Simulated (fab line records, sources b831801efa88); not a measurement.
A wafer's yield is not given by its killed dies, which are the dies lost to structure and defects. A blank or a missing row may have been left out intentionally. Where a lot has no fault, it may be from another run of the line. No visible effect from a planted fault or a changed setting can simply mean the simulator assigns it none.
Which tool did it? | flow sky130 | 30 wafers from 10 lots sampled at 6 of the route's 708 steps

== WHAT THE GAUGES READ, wafer by wafer ==
SKY_LDD_LDN_OVL_MEAS_07. Usual: LDD_LDN_OVL typically reads 0.5 nm, with standard deviation 1.2.
lot  | measured     | on         | LDD_LDN_OVL (nm) | flag
L567 | day 23 12:41 | overlay-01 | 2.6 3.1 3.2      |
L570 | day 24 15:57 | overlay-01 | -0.7 0.7 -0.7    |
L572 | day 25 01:08 | overlay-01 | 1.3 2.1 1.4      |
L577 | day 27 08:17 | overlay-02 | 0.6 1.3 -1.0     |
L581 | day 29 05:43 | overlay-02 | 0.4 -0.1 0.9     |
L580 | day 29 05:44 | overlay-01 | -1.3 -0.3 0.9    |
L584 | day 29 10:59 | overlay-01 | 1.2 1.2 0.3      |
L585 | day 30 01:18 | overlay-01 | 0.6 0.6 -0.2     |
L587 | day 31 07:29 | overlay-01 | -0.5 -0.2 -1.1   |
L588 | day 31 08:53 | overlay-02 | 2.4 1.6 0.1      |

SKY_LOCAL_INTERCONNECT_RS_MEAS_01: the measuring method here is four-point-probe. Usual: LOCAL_INTERCONNECT_TIN_RS typically reads 14.18 ohm/sq, with standard deviation 0.13.
lot  | measured     | on            | LOCAL_INTERCONNECT_TIN_RS (ohm/sq) | flag
L567 | day 30 05:38 | film metro-01 | 14.38 14.36 14.36                  |
L570 | day 30 19:46 | film metro-01 | 14.35 14.11 14.23                  |
L572 | day 31 05:37 | film metro-02 | 14.23 14.38 14.41                  |
L577 | day 33 07:58 | film metro-04 | 14.22 14.19 14.15                  |
L581 | day 35 04:44 | film metro-04 | 13.76 13.81 13.74                  | OFF
L580 | day 35 06:26 | film metro-02 | 13.51 13.53 13.52                  | OFF
L584 | day 35 10:20 | film metro-02 | 13.92 14.02 13.93                  |
L585 | day 35 22:45 | film metro-04 | 13.92 13.77 13.92                  |
L587 | day 37 03:20 | film metro-01 | 14.13 14.18 14.19                  |
L588 | day 37 05:05 | film metro-02 | 14.17 14.30 14.13                  |

SKY_LOCAL_INTERCONNECT_THK_MEAS_02: measures by xrf. Usual: LOCAL_INTERCONNECT_TIN_THK typically reads 99.2 nm, with standard deviation 1.
lot  | measured     | on            | LOCAL_INTERCONNECT_TIN_THK (nm) | flag
L567 | day 30 05:45 | film metro-01 | 97.9 98.1 97.7                  |
L570 | day 30 19:53 | film metro-01 | 98.3 99.2 99.3                  |
L572 | day 31 05:43 | film metro-02 | 99.0 97.9 97.5                  |
L577 | day 33 08:05 | film metro-04 | 98.2 98.7 98.8                  |
L581 | day 35 04:49 | film metro-04 | 101.3 101.7 102.2               |
L580 | day 35 06:32 | film metro-02 | 104.4 104.3 104.5               | OFF
L584 | day 35 10:26 | film metro-02 | 101.3 101.0 101.2               |
L585 | day 35 22:52 | film metro-04 | 100.9 101.8 101.5               |
L587 | day 37 03:28 | film metro-01 | 99.2 98.5 98.6                  |
L588 | day 37 05:13 | film metro-02 | 99.7 98.7 99.7                  |

SKY_VIA1_BOW_MEAS_03. Usual: VIA1_BOW typically reads 79 um, with standard deviation 7.4.
lot  | measured     | on            | VIA1_BOW (um) | flag
L567 | day 33 21:05 | film metro-04 | 76 74 90      |
L570 | day 34 10:01 | film metro-04 | 72 77 78      |
L572 | day 34 19:07 | film metro-04 | 85 84 81      |
L577 | day 36 19:43 | film metro-02 | 80 87 82      |
L581 | day 38 17:01 | film metro-03 | 81 73 80      |
L580 | day 38 18:32 | film metro-02 | 83 84 83      |
L584 | day 38 21:00 | film metro-02 | 82 74 80      |
L585 | day 39 08:59 | film metro-03 | 77 60 69      |
L587 | day 40 10:56 | film metro-03 | 79 72 98      |
L588 | day 40 13:52 | film metro-03 | 79 72 73      |

== EACH LOT AND THE TOOL THAT RAN IT (in order: tool; ch and the chambers of the sampled wafers; start) ==
lot  | SKY_LOCAL_INTERCONNECT_SPUTTER_00 | SKY_LOCAL_INTERCONNECT_METAL_ETCH_14
L567 | pvd sputter-01, day 30 05:34      | rie metal-03 ch 0,1, day 31 10:04
L570 | pvd sputter-02, day 30 19:43      | rie metal-03 ch 0,1, day 31 23:37
L572 | pvd sputter-02, day 31 05:31      | rie metal-01 ch 0,1, day 32 09:30
L577 | pvd sputter-02, day 33 07:55      | rie metal-02 ch 0,1, day 34 10:07
L581 | pvd sputter-02, day 35 04:37      | rie metal-02 ch 0,1, day 36 07:56
L580 | pvd sputter-02, day 35 06:20      | rie metal-03 ch 0,1, day 36 09:51
L584 | pvd sputter-03, day 35 10:14      | rie metal-01 ch 0,1, day 36 12:46
L585 | pvd sputter-01, day 35 22:41      | rie metal-03 ch 0, day 37 02:03
L587 | pvd sputter-01, day 37 03:17      | rie metal-03 ch 0, day 38 05:33
L588 | pvd sputter-03, day 37 05:02      | rie metal-02 ch 0,1, day 38 07:40
- SKY_LOCAL_INTERCONNECT_SPUTTER_00: material TiN, target thk 100 nm, time 83.3 s.
- SKY_LOCAL_INTERCONNECT_METAL_ETCH_14: etches TiN in Cl2/BCl3, stops on PSG, target depth 110 nm, time 31.4 s.

== AS READ BY THE TOOLS THEMSELVES (means over the sampled wafers that have a number; for cases with no such wafer, the mark the record gives instead) ==
SKY_LOCAL_INTERCONNECT_SPUTTER_00. Usual: substrate temp c 300.02 C, standard deviation 0.21; susceptor temp C 299.96 C, standard deviation 0.17; throttle valve pct 30.5 %, standard deviation 1.1.
lot  | tool           | substrate temp c (C) | susceptor temp C (C) | throttle valve pct (%) | flag
L567 | pvd sputter-01 | 299.88               | 299.82               | 30.7                   |
L570 | pvd sputter-02 | 300.17               | 299.85               | 30.4                   |
L572 | pvd sputter-02 | 299.85               | 299.84               | 30.3                   |
L577 | pvd sputter-02 | 300.14               | 299.80               | 30.7                   |
L581 | pvd sputter-02 | 299.93               | 299.98               | 31.0                   |
L580 | pvd sputter-02 | 299.92               | 299.93               | 30.1                   |
L584 | pvd sputter-03 | 299.98               | 299.88               | 29.3                   |
L585 | pvd sputter-01 | 300.14               | 299.98               | 31.3                   |
L587 | pvd sputter-01 | 299.96               | 299.97               | 30.5                   |
L588 | pvd sputter-03 | 299.97               | 299.88               | 29.9                   |

SKY_LOCAL_INTERCONNECT_METAL_ETCH_14. Usual: bias w 48.50 W, standard deviation 0.16; drypump motor current A 5.7 A, standard deviation 0.35; oes product au 0.938 a.u., standard deviation 0.0068; throttle valve pct 21.902 %, standard deviation 0.01.
lot  | tool         | bias w (W) | drypump motor current A (A) | oes product au (a.u.) | throttle valve pct (%) | flag
L567 | rie metal-03 | 48.51      | 5.6                         | 0.928                 | 21.915                 |
L570 | rie metal-03 | 48.57      | 5.8                         | 0.937                 | 21.905                 |
L572 | rie metal-01 | 48.44      | 5.9                         | 0.932                 | 21.909                 |
L577 | rie metal-02 | 48.53      | 5.4                         | 0.937                 | 21.905                 |
L581 | rie metal-02 | 48.58      | 5.6                         | 0.953                 | 21.897                 |
L580 | rie metal-03 | 48.49      | 5.6                         | 0.965                 | 21.884                 | OFF
L584 | rie metal-01 | 48.75      | 5.9                         | 0.950                 | 21.899                 |
L585 | rie metal-03 | 48.46      | 5.9                         | 0.951                 | 21.885                 |
L587 | rie metal-03 | 48.44      | 6.0                         | 0.938                 | 21.897                 |
L588 | rie metal-02 | 48.65      | 5.7                         | 0.936                 | 21.898                 |

== THE ANSWER, worked out from the rows above alone ==
Rule: a lot is off if the mean of its wafers that have a number lies more than 3 standard deviations from the usual mean. A lot without any number at a reading at which 4 lots or more have one is off too. Where the step has rows for the other lots, those lots are counted as sound. The gauges are gone through in route order, then the tools' own readings, and for those a lot's mean is taken as printed above. The first step at which some lot is off is used, and at that step the reading that is off furthest; a lot without a number counts as furthest.
Off: L581, L580, at SKY_LOCAL_INTERCONNECT_RS_MEAS_01 (LOCAL_INTERCONNECT_TIN_RS).
A tool fits if, at a process step before that reading, it ran every lot that is off, and no sound lot after the first of them. Gauges at SKY_LOCAL_INTERCONNECT_RS_MEAS_01: tried the same way as those tools. One fits: SKY_LOCAL_INTERCONNECT_SPUTTER_00 on pvd sputter-02. A fault onset in the window from L577 (day 33 07:55, its last sound lot) to L581 (day 35 04:37, its first lot off) fits.

== WHAT THE SIMULATOR HAD INSERTED ==
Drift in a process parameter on pvd sputter-02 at SKY_LOCAL_INTERCONNECT_SPUTTER_00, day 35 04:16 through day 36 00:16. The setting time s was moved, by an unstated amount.
Lots struck among those shown: L581, L580. The rule above reached the same finding.
